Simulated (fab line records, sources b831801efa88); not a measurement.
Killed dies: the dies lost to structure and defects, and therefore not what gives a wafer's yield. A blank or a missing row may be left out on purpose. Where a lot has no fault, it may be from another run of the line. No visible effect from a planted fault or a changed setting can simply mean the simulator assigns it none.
The tool behind it: which one? | flow sky130 | 12 lots with 33 wafers sampled at 3 steps, on a route of 708 steps

== WHAT THE GAUGES SHOWED, per wafer ==
SKY_GATE_OXIDE_THK_MEAS_02. Usual: for GATE_OXIDE_OXIDATION_00_THK the level is 10.23 nm and the standard deviation is 0.28.
lot  | measured     | on           | GATE_OXIDE_OXIDATION_00_THK (nm) | flag
L299 | day 13 02:01 | filmMetro-01 | 10.24 10.24 10.21                | 
L301 | day 14 01:19 | filmMetro-01 | 10.11 9.98 9.95                  | 
L302 | day 14 02:35 | filmMetro-02 | 9.99 10.12 10.00                 | 
L303 | day 14 12:23 | filmMetro-02 | 10.01 9.79 9.95                  | 
L304 | day 14 18:47 | filmMetro-03 | 9.86 9.95 9.84                   | 
L311 | day 17 00:24 | filmMetro-03 | 10.48 10.46                      | 
L312 | day 17 14:13 | filmMetro-02 | 9.98 10.03                       | 
L313 | day 18 03:52 | filmMetro-01 | 9.96 9.94                        | 
L316 | day 19 10:58 | filmMetro-01 | 10.69 10.67 10.59                | 
L317 | day 19 11:16 | filmMetro-02 | 10.34 10.50 10.47                | 
L319 | day 20 05:19 | filmMetro-03 | 10.31 10.37 10.40                | 
L321 | day 20 18:18 | filmMetro-01 | 10.47 10.55 10.51                | 

SKY_GATE_OXIDE_OVL_MEAS_10. Usual: for GATE_OXIDE_OVL the level is 0.1 nm and the standard deviation is 1.1.
lot  | measured     | on         | GATE_OXIDE_OVL (nm) | flag
L299 | day 14 03:53 | overlay-01 | 1.7 2.3 0.9         | 
L301 | day 15 04:17 | overlay-02 | -0.4 0.6 -0.7       | 
L302 | day 15 05:31 | overlay-02 | 0.0 1.1 1.6         | 
L303 | day 15 15:34 | overlay-02 | 0.9 0.5 -1.7        | 
L304 | day 15 22:17 | overlay-02 | 0.3 1.9 1.5         | 
L311 | day 18 05:46 | overlay-02 | -0.7 0.3            | 
L312 | day 18 20:10 | overlay-01 | 0.3 -1.5            | 
L313 | day 19 10:28 | overlay-01 | 2.1 -0.1            | 
L316 | day 20 17:43 | overlay-01 | 0.6 -0.3 -0.6       | 
L317 | day 20 18:07 | overlay-01 | 0.6 0.2 -1.3        | 
L319 | day 21 11:26 | overlay-02 | 1.1 1.6 0.9         | 
L321 | day 22 00:53 | overlay-02 | 0.2 0.9 1.1         | 

== WHAT TOOL EACH LOT RAN ON (gives the tool, then ch and the chambers of the sampled wafers, and finally the start) ==
lot  | SKY_SONOS_ONO_STRIP_17
L299 | plasmaAsher-02 ch 1, day 12 22:32
L301 | plasmaAsher-04 ch 0,1, day 13 23:34
L302 | plasmaAsher-01 ch 0, day 14 00:08
L303 | plasmaAsher-04 ch 0,1, day 14 09:29
L304 | plasmaAsher-04 ch 0,1, day 14 17:10
L311 | plasmaAsher-04 ch 0,1, day 16 22:47
L312 | plasmaAsher-02 ch 0,1, day 17 11:08
L313 | plasmaAsher-04 ch 1, day 17 22:45
L316 | plasmaAsher-04 ch 0,1, day 19 09:20
L317 | plasmaAsher-01 ch 0,1, day 19 09:38
L319 | plasmaAsher-01 ch 0,1, day 20 03:43
L321 | plasmaAsher-01 ch 0,1, day 20 16:41
- SKY_SONOS_ONO_STRIP_17: strips in O2/N2.

== WHAT THE TOOLS THEMSELVES READ (means of the sampled wafers that have a number; where no wafer has one, the mark that the record gives instead) ==
SKY_SONOS_ONO_STRIP_17. Usual: drypumpMotorCurrentA 5.7 A, standard deviation 0.35; oesProductAu 0.709 a.u., standard deviation 0.0045; stripTimeToEndpointS 14.11 s, standard deviation 0.042.
lot  | tool           | drypumpMotorCurrentA (A) | oesProductAu (a.u.) | stripTimeToEndpointS (s) | flag
L299 | plasmaAsher-02 | 5.2                      | 0.707               | 14.08                    | 
L301 | plasmaAsher-04 | 5.8                      | 0.706               | 14.12                    | 
L302 | plasmaAsher-01 | 5.4                      | 0.712               | 14.03                    | 
L303 | plasmaAsher-04 | 5.8                      | 0.707               | 14.13                    | 
L304 | plasmaAsher-04 | 5.7                      | 0.712               | 14.11                    | 
L311 | plasmaAsher-04 | 5.8                      | 0.710               | 14.13                    | 
L312 | plasmaAsher-02 | 5.7                      | 0.710               | 14.14                    | 
L313 | plasmaAsher-04 | 5.5                      | 0.710               | 14.12                    | 
L316 | plasmaAsher-04 | 5.8                      | 0.708               | 14.15                    | 
L317 | plasmaAsher-01 | 5.6                      | 0.705               | 14.18                    | 
L319 | plasmaAsher-01 | 5.7                      | 0.709               | 14.12                    | 
L321 | plasmaAsher-01 | 5.7                      | 0.714               | 14.10                    | 

== THE ANSWER, worked out from the rows above alone ==
Rule: a lot counts as off when the mean over its wafers that have a number is more than 3 standard deviations away from the usual mean. A lot without any number at a reading at which 4 lots or more have one is off too. Where the step has rows for the other lots, those lots are counted as sound. After the gauges, taken in route order, come the tools' own readings; for these a lot's mean is taken, as printed above. The first step at which some lot is off is used, and at that step the reading that is off furthest; a lot without a number counts as furthest.
No lot is off on any of the readings shown, so nothing can be concluded from this.

== WHAT THE SIMULATOR PUT IN ==
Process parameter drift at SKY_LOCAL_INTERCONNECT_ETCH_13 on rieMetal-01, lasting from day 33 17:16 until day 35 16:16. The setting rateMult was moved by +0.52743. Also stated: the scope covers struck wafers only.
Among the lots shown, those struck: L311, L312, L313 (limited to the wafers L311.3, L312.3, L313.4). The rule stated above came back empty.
